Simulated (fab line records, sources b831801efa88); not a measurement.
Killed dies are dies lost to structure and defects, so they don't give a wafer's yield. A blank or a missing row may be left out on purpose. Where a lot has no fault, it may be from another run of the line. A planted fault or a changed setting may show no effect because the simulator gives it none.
One fault through the eyes of 2 desks	flow sky130	only its own numbers are on each desk; what lay behind them is given at the end

## FOR THE TOOL OWNER'S DESK: pvd_sputter-01
The tool's own readings at SKY_METAL3_SPUTTER_02 (material AlCu, target thk 735 nm, time 39.1 s): means of the sampled wafers that have a number, for each lot that ran on this tool. A lot is out of limits, marked OUT, if its mean lies more than 4 standard deviations from the usual mean; the brackets give that distance.
Columns: A = throttle_valve_pct at SKY_METAL3_SPUTTER_02, usual 30.1 %
lot	first seen here	A
L677	day 36 02:53	30.3
L686	day 39 11:05	29.4
L688	day 40 04:04	29.5
L689	day 40 12:29	30.4
L696	day 42 11:16	30.4
Finding of this desk: none of the 5 lots has anything out of limits.

## FROM THE METROLOGY DESK
What the gauges read, lot by lot, whatever tool the lot ran on: means of the sampled wafers that have a number. A lot is out of limits, marked OUT, if its mean lies more than 4 standard deviations from the usual mean; the brackets give that distance.
Columns: A = VIA3_OVL at SKY_VIA3_OVL_MEAS_13, usual -1 nm; B = CAP2M_TIN_RS at SKY_CAP2M_RS_MEAS_03, usual 6.95 ohm/sq
lot	first seen here	A	B
L677	day 39 10:21	-2	6.91
L678	day 40 13:08	-1	6.99
L680	day 40 15:31	1	6.92
L684	day 41 22:07	7	6.92
L685	day 42 02:57	-5	7.03
L686	day 42 14:15	-3	7.06
L687	day 42 21:48	1	7.00
L688	day 43 05:45	-7	6.86
L690	day 43 15:02	-0	6.87
L689	day 43 15:28	-2	6.88
L696	day 45 08:58	-1	6.83
L699	day 46 00:03	-1	6.92
Finding of this desk: none of the 12 lots has anything out of limits.

## ALL TOGETHER
Nothing out of limits was seen by the tool owner's desk.
From the metrology desk's view, nothing was out of limits.

## WHAT THE SIMULATOR HAD PUT IN
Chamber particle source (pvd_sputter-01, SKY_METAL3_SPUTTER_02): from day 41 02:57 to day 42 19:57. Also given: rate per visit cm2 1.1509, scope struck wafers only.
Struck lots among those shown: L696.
